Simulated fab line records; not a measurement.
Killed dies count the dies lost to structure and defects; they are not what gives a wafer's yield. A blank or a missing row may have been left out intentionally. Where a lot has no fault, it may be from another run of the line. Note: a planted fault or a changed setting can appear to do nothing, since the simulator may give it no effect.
fab line records	flow sky130
record lots=11	wafers=33	lastDay=50
route steps=708 shown POLY_GATE@229 LDD_P@263 SD_P@331
lots that met no fault: from a run of the same line without faults
startH: hours from the record's first day to the start of the lot's first wafer shown	waitH: how many hours have passed since the lot's step before this one	" the same as in the row above	L1.1+2: several wafers, shown together as one row	- either no value or no given start	* or withheld: withheld	< > ~ a bound
route shown NAME@n: names a module that has steps shown in the file, with the first one's number in the route	usual: mean/standard deviation taken from wafers without a fault	same: alike in all rows	chamber/n: place in a boat	sites: each site's reading	_std_site: their standard deviation	_edge_site: outer sites' mean less inner sites'	radiusMm: for every site, how far away it sits from the centre of the wafer	mask NAME#n: copy n	behind: the most recent tool/chamber to have shaped the wafer	hold: what put the lot on hold/how long, in hours/how the hold closed	device: which transistor (n, p or np) failed to switch	end of line: tests run on the same wafers once the route is complete	where a step has no rows: the recipe by itself	killed: dies lost to structure and defects at the first sort, not the wafer's yield	map: shows each die of a wafer: x if killed, . if not, _ if none is there
set.NAME: setting as actually run; set.NAME@STEP: the setting as run at that earlier step	model.NAME: the simulator's own value behind a step, which no gauge read
route steps across a sampled set of lots; one table per step, one row per wafer
services: when a tool's chamber went out of use (startH, in hours from the record's first day, below 0 if earlier), for how many hours, and the reason
## steps
# step SKY_POLY_GATE_ETCH_15
# recipe chemistry=N2/H2	target=BARC	ionEnergyEv=200	sourceW=500	biasW=100	pressureMtorr=30	n2FlowSccm=100	h2FlowSccm=200	stopOn=SiO2	timeS=118.5	targetDepthA=1100
# usual drypumpMotorCurrentA=5.7/0.34	oesProductAu=0.712/0.0046	throttleValvePct=13.212/0.0094
lot.wafer	tool	chamber	startH	waitH	drypumpMotorCurrentA	oesProductAu	rfHoursCounterH	throttleValvePct
L404.2	rieDiel-02	1	372.37	0.0	5.1	0.713	92	13.213
L404.3	"	0	"	"	5.5	0.704	109	13.194
L404.6	"	1	"	"	5.1	0.713	-	13.213
L406.1	rieDiel-03	3	395.07	0.0	5.9	0.714	2	13.218
L406.2	"	1	"	"	6.0	0.705	4	13.222
L406.4	"	0	"	"	6.0	0.708	64	13.221
L407.2	rieDiel-02	3	404.93	0.0	6.2	0.715	7	13.211
L407.3	"	2	"	"	5.2	0.713	5	13.215
L407.5	"	2	"	"	5.3	0.716	-	13.203
L416.3	rieDiel-01	0	483.88	0.0	5.8	0.714	24	13.213
L416.4	"	3	"	"	6.1	0.707	-	13.205
L416.6	"	2	"	"	5.3	0.705	-	13.232
L418.2	rieDiel-01	1	506.58	0.0	5.6	0.716	0	13.200
L418.5	"	2	"	"	5.4	0.711	-	13.207
L418.6	"	1	"	"	5.6	0.713	-	13.227
L419.1	rieDiel-03	2	509.48	0.0	5.6	0.714	75	13.210
L419.2	"	1	"	"	6.0	0.716	6	13.201
L419.6	"	2	"	"	5.7	0.715	-	13.198
L421.1	rieDiel-01	0	520.22	0.0	5.8	0.717	26	13.208
L421.2	"	1	"	"	5.6	0.714	1	13.214
L421.6	"	1	"	"	5.6	0.706	-	13.207
L422.2	rieDiel-01	0	535.52	0.0	5.8	0.709	26	13.205
L422.5	"	3	"	"	6.1	0.711	-	13.206
L422.6	"	2	"	"	5.3	0.711	-	13.225
L423.1	rieDiel-01	2	547.22	0.0	5.3	0.708	79	13.214
L423.2	"	1	"	"	5.6	0.708	1	13.213
L423.4	"	1	"	"	5.6	0.720	-	13.219
L424.3	rieDiel-03	3	552.67	0.0	5.8	0.710	5	13.214
L424.5	"	3	"	"	5.9	0.709	-	13.227
L424.6	"	2	"	"	5.6	0.711	-	13.216
L425.3	rieDiel-01	3	564.22	0.0	6.0	0.713	2	13.221
L425.4	"	0	"	"	5.8	0.709	-	13.217
L425.5	"	1	"	"	5.6	0.712	-	13.217
# step SKY_POLY_GATE_OXIDATION_20
# recipe tempC=850	ambient=O2	stabiliseS=600	purgeS=300	targetThkA=40	oxTimeS=899
# usual spikeTcBottomC=865/3.5	spikeTcCentreC=849.7/0.97	spikeTcLowerC=851.2/1	spikeTcTopC=860.9/1.6	spikeTcUpperC=850.6/1.1	tubeCenterTempC=850/0.08	tube_center_temp_C_max=852.2/0.34	zonePowerBottomPct=22.1/0.83	zonePowerCentrePct=16.3/1.2	zonePowerLowerPct=15.2/0.32	zonePowerTopPct=31.8/2.7	zonePowerUpperPct=17.50/0.27
lot.wafer	tool	chamber	startH	waitH	spikeTcBottomC	spikeTcCentreC	spikeTcLowerC	spikeTcTopC	spikeTcUpperC	tubeCenterTempC	tube_center_temp_C_max	zonePowerBottomPct	zonePowerCentrePct	zonePowerLowerPct	zonePowerTopPct	zonePowerUpperPct
L404.2	furnace-02	0	373.32	0.6	862	850.0	850.9	859.3	851.1	849.95	851.9	21.5	15.4	15.3	33.3	17.62
L404.3	"	0	"	"	863	850.7	849.9	859.7	849.4	849.91	851.6	21.4	15.4	15.5	33.9	17.06
L404.6	"	0	"	"	865	849.0	849.6	860.2	850.8	850.14	852.1	21.6	15.5	15.3	33.6	17.18
L406.1	furnace-02	0	396.63	1.2	814	799.3	801.0	810.8	799.6	799.53	801.7	18.7	13.4	13.5	30.4	15.16
L406.2	"	0	"	"	812	800.3	799.8	810.9	800.6	799.49	801.7	18.7	13.6	13.5	30.4	15.38
L406.4	"	0	"	"	813	800.5	800.7	810.4	800.0	799.46	801.7	18.9	13.7	13.7	30.4	15.27
L407.2	furnace-02	0	406.20	0.8	813	799.6	799.2	810.9	801.8	799.37	801.8	19.3	13.6	13.4	30.5	15.30
L407.3	"	0	"	"	813	799.0	800.4	811.0	799.4	799.4	801.6	19.0	13.5	13.7	30.5	15.36
L407.5	"	0	"	"	814	799.0	801.0	813.0	797.8	799.44	802.3	19.0	13.7	13.3	30.9	14.90
L416.3	furnace-01	0	484.31	0.0	869	850.0	851.7	862.2	851.8	849.85	851.9	23.6	18.2	14.7	28.0	17.70
L416.4	"	0	"	"	871	849.9	852.2	862.9	850.9	850.05	852.6	23.4	18.3	14.7	27.3	17.92
L416.6	"	0	"	"	871	849.8	851.4	863.4	851.9	849.87	852.2	23.3	18.3	14.8	27.8	17.70
L418.2	furnace-02	0	507.45	0.5	862	848.3	851.2	859.2	851.7	850.03	852.5	21.4	15.4	15.4	33.9	16.95
L418.5	"	0	"	"	864	848.2	851.4	860.0	852.0	849.96	852.2	21.7	15.4	15.3	33.2	17.25
L418.6	"	0	"	"	864	847.8	847.8	861.4	850.3	850.08	852.4	21.2	15.2	15.3	33.4	17.50
L419.1	furnace-02	0	509.86	0.0	864	851.0	850.7	860.0	850.7	849.91	851.8	21.4	15.5	15.3	34.0	17.25
L419.2	"	0	"	"	865	848.6	850.4	861.3	850.8	850.05	852.6	21.4	15.4	15.5	33.2	17.33
L419.6	"	0	"	"	863	849.0	851.6	859.3	852.0	849.91	852.3	21.3	15.5	15.5	32.9	17.60
L421.1	furnace-02	0	520.61	0.0	862	848.2	849.2	858.6	851.3	849.83	852.4	21.5	15.5	15.5	33.2	17.59
L421.2	"	0	"	"	860	849.0	851.8	858.9	849.7	850.04	852.0	21.4	15.3	15.5	33.5	17.08
L421.6	"	0	"	"	863	848.9	849.9	860.9	851.0	849.89	851.9	21.9	15.4	15.1	33.8	17.19
L422.2	furnace-02	0	535.91	0.0	863	849.9	850.9	859.3	849.0	850.04	852.8	21.9	15.7	15.5	33.6	17.25
L422.5	"	0	"	"	864	850.4	850.6	859.5	849.1	849.77	851.5	21.7	15.6	15.0	33.6	17.40
L422.6	"	0	"	"	863	848.8	850.3	861.5	851.1	850.08	852.1	21.6	15.5	15.2	33.5	17.26
L423.1	furnace-02	0	547.66	0.0	862	850.4	851.2	859.6	851.5	849.99	851.8	21.7	15.7	15.7	33.5	17.14
L423.2	"	0	"	"	863	849.7	851.1	860.7	850.8	849.82	852.1	21.4	15.5	15.2	32.8	17.45
L423.4	"	0	"	"	862	850.6	849.4	859.4	850.8	849.91	852.7	21.5	15.6	15.4	33.7	17.40
L424.3	furnace-01	0	553.06	0.0	869	850.6	851.7	863.4	850.4	850.05	852.1	23.6	17.9	14.8	27.2	17.89
L424.5	"	0	"	"	871	849.9	852.5	863.0	852.3	850.02	852.1	23.4	18.0	14.7	27.5	17.85
L424.6	"	0	"	"	870	849.6	852.5	861.7	851.4	849.94	851.7	23.1	18.1	15.0	27.8	17.69
L425.3	furnace-02	0	564.66	0.0	862	849.4	852.1	860.0	850.1	850.17	853.1	21.8	15.4	15.4	33.4	17.50
L425.4	"	0	"	"	864	850.2	851.6	860.2	851.7	849.94	851.9	21.4	15.5	15.5	34.3	17.15
L425.5	"	0	"	"	863	849.0	852.0	862.0	850.7	849.99	852.5	21.4	15.3	15.5	33.3	17.50
# step SKY_POLY_GATE_THK_MEAS_21
# recipe reads=SiO2_of_POLY_GATE_OXIDATION_20
# usual POLY_GATE_OXIDATION_THK=3.99/0.083
lot.wafer	tool	chamber	startH	waitH	POLY_GATE_OXIDATION_THK[nm]
L404.2	filmMetro-04	-	374.58	0.0	3.91
L404.3	"	-	"	"	3.84
L404.6	"	-	"	"	3.96
L406.1	filmMetro-02	-	397.88	0.0	1.90
L406.2	"	-	"	"	1.83
L406.4	"	-	"	"	1.83
L407.2	filmMetro-04	-	407.46	0.0	1.99
L407.3	"	-	"	"	1.90
L407.5	"	-	"	"	1.96
L416.3	filmMetro-03	-	485.58	0.0	3.97
L416.4	"	-	"	"	4.01
L416.6	"	-	"	"	4.05
L418.2	filmMetro-04	-	508.71	0.0	4.15
L418.5	"	-	"	"	3.99
L418.6	"	-	"	"	4.09
L419.1	filmMetro-04	-	511.11	0.0	3.93
L419.2	"	-	"	"	3.97
L419.6	"	-	"	"	3.89
L421.1	filmMetro-03	-	521.86	0.0	3.97
L421.2	"	-	"	"	4.01
L421.6	"	-	"	"	4.01
L422.2	filmMetro-03	-	537.17	0.0	4.08
L422.5	"	-	"	"	3.86
L422.6	"	-	"	"	3.99
L423.1	filmMetro-02	-	548.91	0.0	4.11
L423.2	"	-	"	"	4.16
L423.4	"	-	"	"	4.07
L424.3	filmMetro-04	-	554.33	0.0	4.17
L424.5	"	-	"	"	4.15
L424.6	"	-	"	"	4.10
L425.3	filmMetro-03	-	565.93	0.0	3.92
L425.4	"	-	"	"	3.92
L425.5	"	-	"	"	3.92
# step SKY_LDD_P_OVL_MEAS_08
# usual LDD_P_OVL=0.1/1.8
lot.wafer	tool	chamber	startH	waitH	LDD_P_OVL[nm]
L404.2	overlay-02	-	435.24	0.1	-1.8
L404.3	"	-	"	"	-0.9
L404.6	"	-	"	"	-1.6
L406.1	overlay-02	-	461.33	0.1	-1.1
L406.2	"	-	"	"	-1.1
L406.4	"	-	"	"	-2.6
L407.2	overlay-01	-	470.24	0.1	0.1
L407.3	"	-	"	"	5.1
L407.5	"	-	"	"	2.3
L416.3	overlay-02	-	547.49	0.1	-3.1
L416.4	"	-	"	"	-2.0
L416.6	"	-	"	"	-2.7
L418.2	overlay-02	-	568.59	0.1	-1.8
L418.5	"	-	"	"	-0.7
L418.6	"	-	"	"	-0.1
L419.1	overlay-01	-	571.09	0.1	0.3
L419.2	"	-	"	"	1.6
L419.6	"	-	"	"	0.4
L421.1	overlay-02	-	581.68	0.1	-1.5
L421.2	"	-	"	"	-0.2
L421.6	"	-	"	"	0.4
L422.2	overlay-02	-	597.09	0.1	-0.1
L422.5	"	-	"	"	1.5
L422.6	"	-	"	"	-0.3
L423.1	overlay-02	-	608.24	0.1	0.3
L423.2	"	-	"	"	-0.8
L423.4	"	-	"	"	1.0
L424.3	overlay-02	-	613.60	0.1	-0.2
L424.5	"	-	"	"	0.5
L424.6	"	-	"	"	0.2
L425.3	overlay-01	-	624.75	0.1	1.1
L425.4	"	-	"	"	-2.1
L425.5	"	-	"	"	-0.3
# step SKY_SD_P_TW_MEAS_11
# usual SD_P_TW=2833/21
lot.wafer	tool	chamber	startH	waitH	SD_P_TW
L404.2	filmMetro-02	-	588.44	0.1	2859
L404.3	"	-	"	"	2847
L404.6	"	-	"	"	2845
L406.1	filmMetro-02	-	612.13	0.1	2851
L406.2	"	-	"	"	2853
L406.4	"	-	"	"	2855
L407.2	filmMetro-03	-	619.78	0.1	2813
L407.3	"	-	"	"	2835
L407.5	"	-	"	"	2845
L416.3	filmMetro-04	-	693.29	0.1	2830
L416.4	"	-	"	"	2833
L416.6	"	-	"	"	2835
L418.2	filmMetro-02	-	715.37	0.1	2842
L418.5	"	-	"	"	2859
L418.6	"	-	"	"	2855
L419.1	filmMetro-04	-	719.01	0.1	2822
L419.2	"	-	"	"	2827
L419.6	"	-	"	"	2825
L421.1	filmMetro-04	-	727.93	0.1	2843
L421.2	"	-	"	"	2848
L421.6	"	-	"	"	2854
L422.2	filmMetro-04	-	741.28	0.1	2837
L422.5	"	-	"	"	2850
L422.6	"	-	"	"	2825
L423.1	filmMetro-03	-	751.41	0.1	2792
L423.2	"	-	"	"	2807
L423.4	"	-	"	"	2805
L424.3	filmMetro-02	-	758.08	0.1	2836
L424.5	"	-	"	"	2833
L424.6	"	-	"	"	2827
L425.3	filmMetro-02	-	768.84	0.1	2856
L425.4	"	-	"	"	2866
L425.5	"	-	"	"	2864
## services
tool	chamber	startH	hours	kind
rieDiel-01	-	365.83	0.4	repair
rieDiel-02	2	382.81	4.2	repair
rieDiel-01	2	400.52	62.9	repair
rieDiel-01	1	403.69	10.2	repair
rieDiel-01	1	422.86	21.2	repair
rieDiel-01	-	423.64	0.8	repair
rieDiel-02	0	439.47	4.1	repair
furnace-02	-	441.94	3.1	pm
furnace-02	-	445.08	3.8	pm
rieDiel-02	2	455.32	6.1	repair
rieDiel-02	3	458.50	3.1	repair
rieDiel-01	3	463.44	-	clean
rieDiel-01	3	463.44	13.6	scheduledDown
rieDiel-01	3	463.44	13.6	ventCycle
rieDiel-01	1	477.04	-	clean
rieDiel-01	1	477.04	18.7	scheduledDown
rieDiel-01	1	477.04	18.7	ventCycle
rieDiel-03	0	507.79	15.5	repair
furnace-01	-	514.09	3.7	pm
rieDiel-01	3	543.71	7.1	repair
rieDiel-03	-	557.80	2.8	pm
rieDiel-01	2	559.29	-	clean
rieDiel-01	2	559.29	17.5	scheduledDown
rieDiel-01	2	559.29	17.5	ventCycle
## key
firstSign step=SKY_POLY_GATE_OXIDATION_20	reading=tubeCenterTempC	direction=down	sigmas=99+	usual=*	struck=*
effect step=SKY_POLY_GATE_OXIDATION_20	reading=tube_center_temp_C_max	direction=down	sigmas=99+	usual=*	struck=*
effect step=SKY_POLY_GATE_THK_MEAS_21	reading=POLY_GATE_OXIDATION_THK	direction=down	sigmas=25	usual=3.99	struck=1.90
metAt SKY_POLY_GATE_OXIDATION_20
struckLots L406,L407
testerLeftOut L406,L407
notActingAt SKY_POLY_GATE_ETCH_15,SKY_LDD_P_OVL_MEAS_08,SKY_SD_P_TW_MEAS_11
onsetBetween 373.32 396.63
fault kind=processParameterDrift	tool=furnace-02	chamber=-	onsetH=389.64	steps=SKY_POLY_GATE_OXIDATION_20	channel=tempC	offset=*	shape=step	endH=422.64	actsIn=*	stated=*
# testerLeftOut: of these lots the tester's yield and bins aren't shown, on N5 and GAA mostly nor the transistor test; their killed dies are dies lost to structure and defects alone, not to doping, threshold or leakage, so they don't give the yield
